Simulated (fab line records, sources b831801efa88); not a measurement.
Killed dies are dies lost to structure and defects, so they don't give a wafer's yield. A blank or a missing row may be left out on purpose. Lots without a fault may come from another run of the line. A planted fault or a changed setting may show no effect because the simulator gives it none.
Which tool did it? | flow gf180mcu | 15 lots, 45 wafers sampled, at 2 steps of a route of 602

WHAT THE GAUGES READ, wafer by wafer
GF_CONTACT_RS_MEAS_25: measures by four-point-probe. Usual: CONTACT_W_RS 0.383 ohm/sq, standard deviation 0.0051.
lot  | measured     | on            | CONTACT_W_RS (ohm/sq) | flag
L749 | day 16 06:46 | film_metro-03 | 0.381 0.380 0.384     |
L750 | day 16 14:12 | film_metro-03 | 0.385 0.385 0.382     |
L752 | day 17 05:23 | film_metro-03 | 0.381 0.378 0.378     |
L755 | day 18 10:53 | film_metro-04 | 0.385 0.390 0.387     |
L759 | day 19 23:19 | film_metro-03 | 0.373 0.374 0.379     |
L761 | day 20 15:46 | film_metro-04 | 0.388 0.387 0.388     |
L762 | day 21 02:48 | film_metro-01 | 0.389 0.394 0.388     |
L763 | day 21 16:14 | film_metro-01 | 0.379 0.381 0.386     |
L764 | day 21 16:59 | film_metro-03 | 0.392 0.393 0.390     |
L766 | day 22 10:05 | film_metro-04 | 0.388 0.381 0.382     |
L767 | day 22 21:34 | film_metro-03 | 0.382 0.390 0.382     |
L768 | day 22 23:36 | film_metro-03 | 0.382 0.379 0.386     |
L769 | day 23 10:18 | film_metro-03 | 0.386 0.385 0.382     |
L770 | day 23 18:54 | film_metro-04 | 0.384 0.389 0.390     |
L772 | day 24 07:02 | film_metro-01 | 0.390 0.397 0.393     |

GF_V1_THK_MEAS_03. Usual: V1_CVD_02_THK 852 nm, standard deviation 11.
lot  | measured     | on            | V1_CVD_02_THK (nm) | flag
L749 | day 17 06:38 | film_metro-01 | 844 850 861        |
L750 | day 17 14:57 | film_metro-02 | 842 871 859        |
L752 | day 18 06:57 | film_metro-02 | 832 838 861        |
L755 | day 19 13:05 | film_metro-01 | 844 870 850        |
L759 | day 21 01:16 | film_metro-03 | 832 850 835        |
L761 | day 21 17:32 | film_metro-02 | 838 855 868        |
L762 | day 22 04:28 | film_metro-03 | 846 851 861        |
L763 | day 22 17:15 | film_metro-03 | 857 861 863        |
L764 | day 22 17:35 | film_metro-01 | 839 849 855        |
L766 | day 23 11:11 | film_metro-03 | 864 849 862        |
L767 | day 23 22:11 | film_metro-01 | 868 869 874        |
L768 | day 24 00:29 | film_metro-02 | 843 844 850        |
L769 | day 24 10:41 | film_metro-03 | 849 846 858        |
L770 | day 24 18:43 | film_metro-02 | 862 849 856        |
L772 | day 25 07:08 | film_metro-03 | 832 844 855        |

WHICH TOOL RAN EACH LOT (tool, then ch and the chambers of the sampled wafers, then the start)
The record holds no process step before these readings.

WHAT THE TOOLS THEMSELVES READ (means of the sampled wafers that have a number; where no wafer has one, the mark that the record gives instead)
The record holds no such reading with a usual standard deviation.

THE ANSWER, worked out from the rows above alone
Rule: a lot is off if the mean of its wafers that have a number lies more than 3 standard deviations from the usual mean. A lot without any number at a reading at which 4 lots or more have one is off too. The other lots that the step has rows for count as sound. The gauges are gone through in route order, then the tools' own readings, and for those a lot's mean is taken as printed above. The first step at which some lot is off is used, and at that step the reading that is off furthest; a lot without a number counts as furthest.
No lot is off at any reading shown: from this, nothing can be told.

WHAT THE SIMULATOR HAD PUT IN
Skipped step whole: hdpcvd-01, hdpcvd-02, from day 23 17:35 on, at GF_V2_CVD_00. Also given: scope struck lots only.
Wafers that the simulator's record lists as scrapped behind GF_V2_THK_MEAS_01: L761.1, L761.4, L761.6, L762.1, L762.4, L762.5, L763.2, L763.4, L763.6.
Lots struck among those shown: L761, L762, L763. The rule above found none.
